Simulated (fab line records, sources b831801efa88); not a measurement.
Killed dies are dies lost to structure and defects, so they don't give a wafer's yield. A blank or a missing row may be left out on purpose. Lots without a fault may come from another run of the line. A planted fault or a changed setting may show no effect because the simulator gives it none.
One fault seen from 2 desks | flow gf180mcu | each desk has only its own numbers; what lay behind them comes last

THE METROLOGY DESK
What the gauges read, lot by lot, whatever tool the lot ran on: means of the sampled wafers that have a number. A lot is out of limits, marked OUT, if its mean lies more than 4 standard deviations from the usual mean; the brackets give that distance.
Columns: A = STI_CVD_03_THK at GF_STI_THK_MEAS_04, usual 208.2 nm; B = VT_IMPLANT_3_TW at GF_VT_IMPLANT_TW_MEAS_32, usual 269.0; C = MVPSD_RS at GF_VT_IMPLANT_RS_MEAS_49, usual 1168.4 ohm/sq
lot  | first seen here | A     | B               | C
L483 | day 1 13:49     | 207.0 | 268.2           | 1167.1
L484 | day 1 18:43     | 204.6 | 271.4           | 1167.0
L485 | day 1 23:35     | 205.3 | 267.8           | 1170.5
L486 | day 2 04:34     | 207.6 | 269.1           | 1168.7
L487 | day 2 09:44     | 211.7 | 267.9           | 1168.7
L488 | day 2 14:34     | 207.9 | 271.6           | 1167.2
L489 | day 2 21:17     | 208.9 | 270.9           | 1171.9
L490 | day 3 02:22     | 209.5 | 270.5           | 1168.2
L498 | day 4 16:34     | 208.0 | 145.1 (-69) OUT | 1172.4
L499 | day 4 21:37     | 210.0 | 144.5 (-69) OUT | 1169.1
L501 | day 5 07:39     | 204.8 | 269.9           | 1173.3
L503 | day 5 17:34     | 206.8 | 270.4           | 1165.3
L506 | day 6 08:41     | 206.5 | 265.6           | 1170.1
This desk's finding: out of limits on L498, L499; first on L498, day 11 00:51 (VT_IMPLANT_3_TW at GF_VT_IMPLANT_TW_MEAS_32). In limits: L483, L484, L485, L486, L487, L488, L489, L490, L501, L503, L506.

THE TOOL OWNER'S DESK: implanter-03
The tool's own readings at GF_VT_IMPLANT_IMPLANT_30: means of the sampled wafers that have a number, for each lot that ran on this tool. A lot is out of limits, marked OUT, if its mean lies more than 4 standard deviations from the usual mean; the brackets give that distance.
Columns: A = dose_ions_cm2 at GF_VT_IMPLANT_IMPLANT_30, usual 2.5342e+12; B = faraday_current_uA at GF_VT_IMPLANT_IMPLANT_30, usual 14.29
lot  | first seen here | A                            | B
L485 | day 7 16:26     | 2.5321e+12                   | 14.58
L489 | day 8 13:53     | 2.5377e+12                   | 14.24
L490 | day 9 00:11     | 2.5372e+12                   | 14.04
L498 | day 11 00:37    | 2.7037e+11 (-99 or more) OUT | 1.54 (-44) OUT
L499 | day 11 02:25    | 2.7277e+11 (-99 or more) OUT | 1.54 (-44) OUT
This desk's finding: out of limits on L498, L499; first on L498, day 11 00:37 (dose_ions_cm2 at GF_VT_IMPLANT_IMPLANT_30). In limits: L485, L489, L490.

PUT TOGETHER
The tool owner's desk could have raised an alarm at day 11 00:37, on L498, L499.
The metrology desk could have raised an alarm at day 11 00:51, on L498, L499.
Of the lots named, all ran GF_VT_IMPLANT_IMPLANT_30 on implanter-03.

WHAT THE SIMULATOR HAD PUT IN
Process parameter drift: implanter-03, from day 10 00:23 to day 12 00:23, at GF_VT_IMPLANT_IMPLANT_30. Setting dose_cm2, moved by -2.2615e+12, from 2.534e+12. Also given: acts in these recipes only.
Lots struck among those shown: L498, L499.
Hours from the fault's start to each desk's first reading out of limits: the tool owner's desk, 24; the metrology desk, 24.
